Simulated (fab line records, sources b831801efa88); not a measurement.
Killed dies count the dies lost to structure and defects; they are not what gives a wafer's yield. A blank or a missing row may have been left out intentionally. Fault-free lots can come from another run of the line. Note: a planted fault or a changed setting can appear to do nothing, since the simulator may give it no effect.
One fault seen from 2 desks | flow gf180mcu | numbers are kept per desk, each desk with only its own; the story behind them comes last

## FROM THE METROLOGY DESK
What the gauges read, lot by lot, whatever tool the lot ran on: means of the sampled wafers that have a number. If a lot's mean is further than 4 standard deviations from the usual mean, the lot is out of limits and carries the mark OUT (the distance appears in the brackets).
Columns: A = cdNm at GF_HV_LDD_CD_MEAS_46, usual 400.2 nm; B = V4_CVD_00_THK at GF_V4_THK_MEAS_01, usual 603 nm; C = V4_CVD_02_THK at GF_V4_THK_MEAS_03, usual 849 nm
lot  | first seen here | A                | B   | C
L732 | day 12 07:55    | 399.9            | 609 | 842
L733 | day 12 18:17    | 398.9            | 609 | 860
L734 | day 13 06:41    | 396.8            | 605 | 860
L736 | day 13 21:55    | 400.6            | 609 | 850
L737 | day 14 06:38    | 398.1            | 604 | 855
L739 | day 15 04:46    | 400.0            | 604 | 833
L740 | day 15 09:54    | 400.3            | 601 | 859
L741 | day 15 13:39    | 404.2            | 601 | 853
L742 | day 16 01:12    | 400.3            | 601 | 850
L746 | day 17 06:23    | 400.0            | 606 | 850
L747 | day 17 20:59    | 409.4 (+4.4) OUT | 593 | 846
L748 | day 18 03:34    | 404.3            | 601 | 849
L754 | day 19 20:07    | 397.4            | 599 | 859
L755 | day 20 11:51    | 400.5            | 598 | 849
This desk's finding: out of limits on L747; first on L747, day 17 20:59 (cdNm at GF_HV_LDD_CD_MEAS_46). Within limits: L732, L733, L734, L736, L737, L739, L740, L741, L742, L746, L748, L754, L755.

## AT THE TOOL OWNER'S DESK: lithoTrack-04
The tool's own readings at GF_HV_LDD_DEVELOP_45 (develop time 60 s): means of the sampled wafers that have a number, for each lot that ran on this tool. If a lot's mean is further than 4 standard deviations from the usual mean, the lot is out of limits and carries the mark OUT (the distance appears in the brackets).
Columns: A = developerTempC at GF_HV_LDD_DEVELOP_45, usual 22.96 C
lot  | first seen here | A
L732 | day 12 07:46    | 22.85
L739 | day 15 04:37    | 22.88
L741 | day 15 13:31    | 23.12
L747 | day 17 20:50    | 20.62 (-24) OUT
L748 | day 18 03:25    | 20.61 (-24) OUT
L755 | day 20 11:43    | 22.90
This desk's finding: out of limits on L747, L748; first on L747, day 17 20:50 (developerTempC at GF_HV_LDD_DEVELOP_45). Within limits: L732, L739, L741, L755.

## ALL TOGETHER
On L747, L748, at day 17 20:50, an alarm was possible from the tool owner's desk.
An alarm was possible from the metrology desk at day 17 20:59, on L747.
The metrology desk holds a record of L748, inside its limits.
Every lot named ran GF_HV_LDD_DEVELOP_45 on lithoTrack-04.

## WHAT HAD BEEN PUT IN BY THE SIMULATOR
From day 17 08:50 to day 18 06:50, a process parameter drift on lithoTrack-04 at GF_HV_LDD_DEVELOP_45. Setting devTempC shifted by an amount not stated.
Lots struck among those shown: L747, L748.
Fault start to first reading out of limits, in hours, per desk: tool owner, 12; metrology, 12.
